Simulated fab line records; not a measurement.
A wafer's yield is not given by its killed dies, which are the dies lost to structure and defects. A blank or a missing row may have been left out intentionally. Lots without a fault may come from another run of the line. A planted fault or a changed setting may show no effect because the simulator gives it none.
Which tool did it?	flow sky130	33 wafers from 11 lots sampled at 5 of the route's 708 steps

WHAT THE GAUGES SHOWED, per wafer
The record holds no reading of a measuring or inspecting step that can be judged against a usual standard deviation.

TOOL THAT RAN EACH LOT (tool first, then ch and the chambers of the sampled wafers, then the start)
lot	SKY_METAL4_DESCUM_15	SKY_METAL4_ETCH_16	SKY_METAL5_DESCUM_14	SKY_METAL5_STRIP_16	SKY_PAD_OPEN_PROBE_99
L138	rie_metal-03 ch 0, day 41 12:04	rie_metal-03 ch 0, day 41 12:08	rie_metal-01 ch 0,1, day 43 14:12	plasma_asher-03 ch 0,1, day 43 14:28	-
L140	rie_metal-03 ch 0, day 42 03:33	rie_metal-03 ch 0, day 42 03:35	rie_metal-04 ch 0,1, day 44 04:09	plasma_asher-03 ch 0,1, day 44 04:31	-
L141	rie_metal-02 ch 1, day 42 20:07	rie_metal-02 ch 1, day 42 20:15	rie_metal-03 ch 0,1, day 44 20:06	plasma_asher-03 ch 0,1, day 44 20:23	-
L142	rie_metal-04 ch 0,1, day 42 23:16	rie_metal-04 ch 0,1, day 42 23:18	rie_metal-03 ch 0,1, day 44 23:07	plasma_asher-01 ch 0,1, day 44 23:23	-
L145	rie_metal-04 ch 0,1, day 43 13:22	rie_metal-04 ch 0,1, day 43 13:25	rie_metal-04 ch 0,1, day 45 12:12	plasma_asher-03 ch 0,1, day 45 12:29	-
L146	rie_metal-03 ch 1, day 44 06:30	rie_metal-03 ch 1, day 44 06:32	rie_metal-03 ch 0,1, day 46 04:35	plasma_asher-01 ch 0,1, day 46 04:52	-
L149	rie_metal-03 ch 0,1, day 44 21:33	rie_metal-03 ch 0,1, day 44 21:36	rie_metal-04 ch 0,1, day 46 18:52	plasma_asher-01 ch 0,1, day 46 19:10	-
L151	rie_metal-04 ch 0,1, day 45 11:25	rie_metal-04 ch 0,1, day 45 11:28	rie_metal-04 ch 0,1, day 47 07:13	plasma_asher-03 ch 0,1, day 47 07:31	-
L157	rie_metal-03 ch 0,1, day 46 18:43	rie_metal-03 ch 0,1, day 46 18:45	rie_metal-03 ch 0,1, day 48 12:37	plasma_asher-03 ch 0,1, day 48 12:53	prober-01, day 50 02:39
L158	rie_metal-02 ch 0,1, day 47 06:05	rie_metal-02 ch 0,1, day 47 06:08	rie_metal-01 ch 0,1, day 48 23:01	plasma_asher-03 ch 0,1, day 48 23:18	prober-02, day 50 12:06
L161	rie_metal-02 ch 0,1, day 47 13:54	rie_metal-02 ch 0,1, day 47 13:56	rie_metal-01 ch 0,1, day 49 06:43	plasma_asher-04 ch 0,1, day 49 06:59	-
- SKY_METAL4_DESCUM_15: chemistry O2, time 8 s.
- SKY_METAL4_ETCH_16: etches BARC in N2/H2, stops on SiO2, time 88.2 s, target depth 60 nm.
- SKY_METAL5_DESCUM_14: chemistry O2, time 11 s.
- SKY_METAL5_STRIP_16: strips in O2/N2.
- SKY_PAD_OPEN_PROBE_99

AS READ BY THE TOOLS THEMSELVES (means over the sampled wafers that have a number; for cases with no such wafer, the mark the record gives instead)
SKY_METAL4_DESCUM_15. Usual: drypump_motor_current_A 5.7 A, standard deviation 0.48; oes_product_au 1.004 a.u., standard deviation 0.0076.
lot	tool	drypump_motor_current_A (A)	oes_product_au (a.u.)	flag
L138	rie_metal-03	5.7	1.004	
L140	rie_metal-03	5.7	1.007	
L141	rie_metal-02	6.4	1.000	
L142	rie_metal-04	5.6	0.995	
L145	rie_metal-04	5.7	1.001	
L146	rie_metal-03	5.0	1.017	
L149	rie_metal-03	5.2	1.009	
L151	rie_metal-04	5.7	0.996	
L157	rie_metal-03	5.5	1.004	
L158	rie_metal-02	6.4	1.002	
L161	rie_metal-02	6.4	0.998	

SKY_METAL4_ETCH_16. Usual: drypump_motor_current_A 5.7 A, standard deviation 0.48; oes_product_au 0.622 a.u., standard deviation 0.0046; throttle_valve_pct 13.205 %, standard deviation 0.011.
lot	tool	drypump_motor_current_A (A)	oes_product_au (a.u.)	throttle_valve_pct (%)	flag
L138	rie_metal-03	5.7	0.623	13.211	
L140	rie_metal-03	5.7	0.619	13.214	
L141	rie_metal-02	6.4	0.618	13.209	
L142	rie_metal-04	5.6	0.620	13.208	
L145	rie_metal-04	5.6	0.621	13.205	
L146	rie_metal-03	5.0	0.625	13.215	
L149	rie_metal-03	5.2	0.625	13.214	
L151	rie_metal-04	5.7	0.622	13.210	
L157	rie_metal-03	5.5	0.622	13.207	
L158	rie_metal-02	6.4	0.624	13.200	
L161	rie_metal-02	6.4	0.623	13.196	

SKY_METAL5_DESCUM_14. Usual: drypump_motor_current_A 5.4 A, standard deviation 0.34; oes_product_au 1.002 a.u., standard deviation 0.0071.
lot	tool	drypump_motor_current_A (A)	oes_product_au (a.u.)	flag
L138	rie_metal-01	5.4	1.001	
L140	rie_metal-04	5.6	0.999	
L141	rie_metal-03	5.2	1.010	
L142	rie_metal-03	5.2	1.005	
L145	rie_metal-04	5.5	1.002	
L146	rie_metal-03	5.5	1.002	
L149	rie_metal-04	5.6	1.000	
L151	rie_metal-04	5.5	1.000	
L157	rie_metal-03	5.5	1.003	
L158	rie_metal-01	5.4	1.004	
L161	rie_metal-01	5.4	1.010	

SKY_METAL5_STRIP_16. Usual: drypump_motor_current_A 5.6 A, standard deviation 0.31; oes_product_au 0.710 a.u., standard deviation 0.0046; strip_time_to_endpoint_s 13.03 s, standard deviation 0.1.
lot	tool	drypump_motor_current_A (A)	oes_product_au (a.u.)	strip_time_to_endpoint_s (s)	flag
L138	plasma_asher-03	5.5	0.706	13.07	
L140	plasma_asher-03	5.4	0.705	13.12	
L141	plasma_asher-03	5.4	0.708	12.90	
L142	plasma_asher-01	5.4	0.712	12.94	
L145	plasma_asher-03	5.4	0.712	13.21	
L146	plasma_asher-01	5.4	0.708	13.11	
L149	plasma_asher-01	5.4	0.712	13.03	
L151	plasma_asher-03	5.6	0.708	12.99	
L157	plasma_asher-03	5.6	0.710	12.94	
L158	plasma_asher-03	5.6	0.710	13.08	
L161	plasma_asher-04	5.8	0.712	13.00	

SKY_PAD_OPEN_PROBE_99. Usual: defect_limited_yield 82.2 %, standard deviation 1.7; killed_at_M0_to_M3 44, standard deviation 6.3; killed_at_M4_up 3.1, standard deviation 2; killed_at_contacts 24, standard deviation 4.8; killed_at_front_end 15, standard deviation 4.6; killed_at_other 0.2, standard deviation 0.51; killed_dies 87, standard deviation 8.4; killed_open 48, standard deviation 6.4; killed_short 39, standard deviation 5.9; sort_bin_3_pad_short 0.9 %, standard deviation 0.41; sort_bin_5_function 10.5 %, standard deviation 1.4; sort_bin_6_memory 6.3 %, standard deviation 1.1; sort_n_pass 405, standard deviation 8.4; sort_yield_pct 82.2 %, standard deviation 1.7.
lot	tool	defect_limited_yield (%)	killed_at_M0_to_M3	killed_at_M4_up	killed_at_contacts	killed_at_front_end	killed_at_other	killed_dies	killed_open	killed_short	sort_bin_3_pad_short (%)	sort_bin_5_function (%)	sort_bin_6_memory (%)	sort_n_pass	sort_yield_pct (%)	flag
L157	prober-01	74.6	42	39.3	26	17	0.3	125	48	41	2.6	15.5	7.3	367	74.6	OFF
L158	prober-02	78.0	35	38.3	22	13	0.0	108	38	35	3.1	12.8	6.1	384	78.0	OFF

THE ANSWER, worked out from the rows above alone
Rule: a lot counts as off when the mean over its wafers that have a number is more than 3 standard deviations away from the usual mean. A lot without any number at a reading at which 4 lots or more have one is off too. Any other lot the step has rows for is counted as sound. The gauges are gone through in route order, then the tools' own readings, and for those a lot's mean is taken as printed above. The first step at which some lot is off is used, and at that step the reading that is off furthest; a lot without a number counts as furthest.
Off at SKY_PAD_OPEN_PROBE_99 (killed_at_M4_up): L157, L158. Neither off nor sound, because the step has no rows for them: L138, L140, L141, L142, L145, L146, L149, L151, L161.
If a tool, at that step or one of the process steps before it, ran each lot that is off and ran no sound lot following the first of them, it fits. One fits: plasma_asher-03 at SKY_METAL5_STRIP_16. It ran no sound lot before its first lot that is off in this sample, so the start can't be narrowed down.

WHAT WAS PUT IN BY THE SIMULATOR
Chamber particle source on plasma_asher-03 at SKY_METAL5_STRIP_16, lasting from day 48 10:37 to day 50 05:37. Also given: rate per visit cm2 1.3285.
Struck lots among those shown: L157, L158. The rule above reached the same finding.
